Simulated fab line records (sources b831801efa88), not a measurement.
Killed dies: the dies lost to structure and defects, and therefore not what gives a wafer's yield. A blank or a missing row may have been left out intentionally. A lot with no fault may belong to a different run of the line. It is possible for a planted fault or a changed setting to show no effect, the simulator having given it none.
Chamber matching / flow sky130 / SKY_VIA4_CMP_21 on cmp-02: 4 sister chambers
The step polishes, stops on SiO2, t overpolish 25 s, target thk 0 nm. 16 wafers are shown with their chamber, then 7 later ones without.

## WAFERS PAIRED WITH THEIR CHAMBERS
wafer=L588.1; chamber=2; motor-current-A (A)=11.4; time-to-endpoint-s (s)=119; overpolish-run-s (s)=24.986
wafer=L588.5; chamber=2; motor-current-A (A)=11.4; time-to-endpoint-s (s)=119; overpolish-run-s (s)=25.011
wafer=L588.6; chamber=1; motor-current-A (A)=10.1; time-to-endpoint-s (s)=120; overpolish-run-s (s)=24.993
wafer=L591.1; chamber=1; motor-current-A (A)=9.8; time-to-endpoint-s (s)=123; overpolish-run-s (s)=24.999
wafer=L591.2; chamber=3; motor-current-A (A)=12.4; time-to-endpoint-s (s)=126; overpolish-run-s (s)=25.009
wafer=L591.3; chamber=0; motor-current-A (A)=11.4; time-to-endpoint-s (s)=117; overpolish-run-s (s)=24.996
wafer=L592.1; chamber=0; motor-current-A (A)=10.7; time-to-endpoint-s (s)=117; overpolish-run-s (s)=25.014
wafer=L592.2; chamber=2; motor-current-A (A)=11.3; time-to-endpoint-s (s)=119; overpolish-run-s (s)=24.997
wafer=L592.5; chamber=1; motor-current-A (A)=10.1; time-to-endpoint-s (s)=122; overpolish-run-s (s)=25.009
wafer=L595.2; chamber=0; motor-current-A (A)=11.0; time-to-endpoint-s (s)=114; overpolish-run-s (s)=25.009
wafer=L595.3; chamber=3; motor-current-A (A)=12.6; time-to-endpoint-s (s)=122; overpolish-run-s (s)=25.003
wafer=L595.6; chamber=1; motor-current-A (A)=10.0; time-to-endpoint-s (s)=117; overpolish-run-s (s)=25.017
wafer=L596.2; chamber=0; motor-current-A (A)=11.2; time-to-endpoint-s (s)=115; overpolish-run-s (s)=24.988
wafer=L596.4; chamber=1; motor-current-A (A)=10.2; time-to-endpoint-s (s)=120; overpolish-run-s (s)=25.005
wafer=L596.6; chamber=2; motor-current-A (A)=11.0; time-to-endpoint-s (s)=120; overpolish-run-s (s)=24.990
wafer=L598.3; chamber=2; motor-current-A (A)=11.6; time-to-endpoint-s (s)=117; overpolish-run-s (s)=25.008

SIGNATURES, as means of the wafers listed above
reading=motor-current-A; chamber 0=11.075; chamber 1=10.040; chamber 2=11.340; chamber 3=12.500; scatter within a chamber=0.218
reading=time-to-endpoint-s; chamber 0=115.75; chamber 1=120.40; chamber 2=118.80; chamber 3=124.00; scatter within a chamber=1.84
reading=overpolish-run-s; chamber 0=25.00175; chamber 1=25.00460; chamber 2=24.99840; chamber 3=25.00600; scatter within a chamber=0.0102
Rule: a wafer lies at a distance from a chamber equal to the root of the sum of squares, over the readings, of (its reading less the chamber's mean, divided by the reading's scatter). The wafer belongs to the nearest chamber; if the next one is less than 2 further off, it can't be placed. The scatter: take each reading less its chamber's mean, square it, sum over the shown wafers, divide by the number of wafers less the number of chambers, and take the root.

## WAFERS WITH NO CHAMBER GIVEN
wafer=L598.5; motor-current-A (A)=10.6; time-to-endpoint-s (s)=118; overpolish-run-s (s)=24.994
wafer=L598.6; motor-current-A (A)=12.0; time-to-endpoint-s (s)=125; overpolish-run-s (s)=24.992
wafer=L601.2; motor-current-A (A)=10.6; time-to-endpoint-s (s)=123; overpolish-run-s (s)=24.997
wafer=L601.3; motor-current-A (A)=12.0; time-to-endpoint-s (s)=121; overpolish-run-s (s)=25.014
wafer=L601.6; motor-current-A (A)=12.1; time-to-endpoint-s (s)=125; overpolish-run-s (s)=24.994
wafer=L607.2; motor-current-A (A)=10.0; time-to-endpoint-s (s)=121; overpolish-run-s (s)=24.986
wafer=L607.6; motor-current-A (A)=11.7; time-to-endpoint-s (s)=127; overpolish-run-s (s)=25.003

## THE CHAMBER EACH PASSED THROUGH
wafer=L598.5; from the rows above=can't be placed: 0 or 1 or 2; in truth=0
wafer=L598.6; from the rows above=can't be placed: 3 or 2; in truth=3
wafer=L601.2; from the rows above=can't be placed: 1 or 2 or 0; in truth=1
wafer=L601.3; from the rows above=can't be placed: 3 or 2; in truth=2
wafer=L601.6; from the rows above=3; in truth=3
wafer=L607.2; from the rows above=1; in truth=1
wafer=L607.6; from the rows above=can't be placed: 3 or 2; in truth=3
Correct placement for 2 of the 7. Not placeable from these rows: 5 (in 5, the candidates include the true chamber). 0 placed wrongly.
